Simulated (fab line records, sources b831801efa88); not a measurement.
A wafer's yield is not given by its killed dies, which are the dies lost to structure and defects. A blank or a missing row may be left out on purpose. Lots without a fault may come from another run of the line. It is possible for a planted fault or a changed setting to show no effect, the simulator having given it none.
A single fault, viewed from 2 desks :: flow sky130 :: only its own numbers are on each desk; what lay behind them is given at the end

## METROLOGY DESK
What the gauges read, lot by lot, whatever tool the lot ran on: means of the sampled wafers that have a number. Marked OUT: a lot whose mean sits more than 4 standard deviations from the usual mean, which makes it out of limits; the brackets give that distance.
Columns: A = VIA3_HDPCVD_THK at SKY_VIA3_THK_MEAS_01, usual 1640 nm; B = cd_nm at SKY_VIA3_CD_MEAS_12, usual 199.7 nm
lot: L489
first seen here: day 39 04:35
A: 1655
B: 200.5

lot: L491
first seen here: day 39 05:51
A: 1649
B: 199.7

lot: L493
first seen here: day 39 19:04
A: 1641
B: 199.2

lot: L494
first seen here: day 40 01:28
A: 1636
B: 199.8

lot: L497
first seen here: day 41 00:25
A: 1613
B: 198.5

lot: L498
first seen here: day 41 06:41
A: 1627
B: 200.4

lot: L499
first seen here: day 41 14:02
A: 1663
B: 200.2

lot: L500
first seen here: day 41 18:42
A: 1617
B: 200.3

lot: L501
first seen here: day 42 00:14
A: 1637
B: 200.3

lot: L502
first seen here: day 42 13:20
A: 1633
B: 201.2

lot: L503
first seen here: day 42 14:47
A: 1615
B: 200.5

lot: L507
first seen here: day 43 21:56
A: 1629
B: 167.6 (-21) OUT

lot: L512
first seen here: day 45 18:29
A: 1649
B: 199.7
This desk finds L507 out of limits, L507 being first, at day 44 20:05 (cd_nm at SKY_VIA3_CD_MEAS_12). L489, L491, L493, L494, L497, L498, L499, L500, L501, L502, L503, L512: within limits.

## FOR THE TOOL OWNER'S DESK: krf_scanner-02
The tool's own readings at SKY_VIA3_EXPOSE_09 (exposes mask VIM3, target cd 200 nm): means of the sampled wafers that have a number, for each lot that ran on this tool. Marked OUT: a lot whose mean sits more than 4 standard deviations from the usual mean, which makes it out of limits; the brackets give that distance.
Columns: A = exposure_dose_mJ_cm2 at SKY_VIA3_EXPOSE_09, usual 37.94
lot: L489
first seen here: day 39 16:56
A: 37.89

lot: L493
first seen here: day 40 07:54
A: 37.91

lot: L494
first seen here: day 40 14:08
A: 37.87

lot: L498
first seen here: day 41 19:13
A: 37.93

lot: L500
first seen here: day 42 07:25
A: 37.92

lot: L501
first seen here: day 42 12:44
A: 37.89

lot: L507
first seen here: day 44 09:40
A: 39.00 (+21) OUT
This desk finds L507 out of limits, L507 being first, at day 44 09:40 (exposure_dose_mJ_cm2 at SKY_VIA3_EXPOSE_09). L489, L493, L494, L498, L500, L501: within limits.

## TAKEN TOGETHER
An alarm could have come from the tool owner's desk at day 44 09:40, on L507.
L507 would have let the metrology desk raise an alarm at day 44 20:05.
The lots listed all ran SKY_VIA3_EXPOSE_09 on krf_scanner-02.

## WHAT THE SIMULATOR HAD PUT IN
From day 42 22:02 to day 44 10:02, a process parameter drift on krf_scanner-02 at SKY_VIA3_EXPOSE_09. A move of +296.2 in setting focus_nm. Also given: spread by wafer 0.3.
Shown lots that were struck: L507.
Counting hours from when the fault started, the first reading out of limits came at 36 for the tool owner's desk and at 46 for the metrology desk.
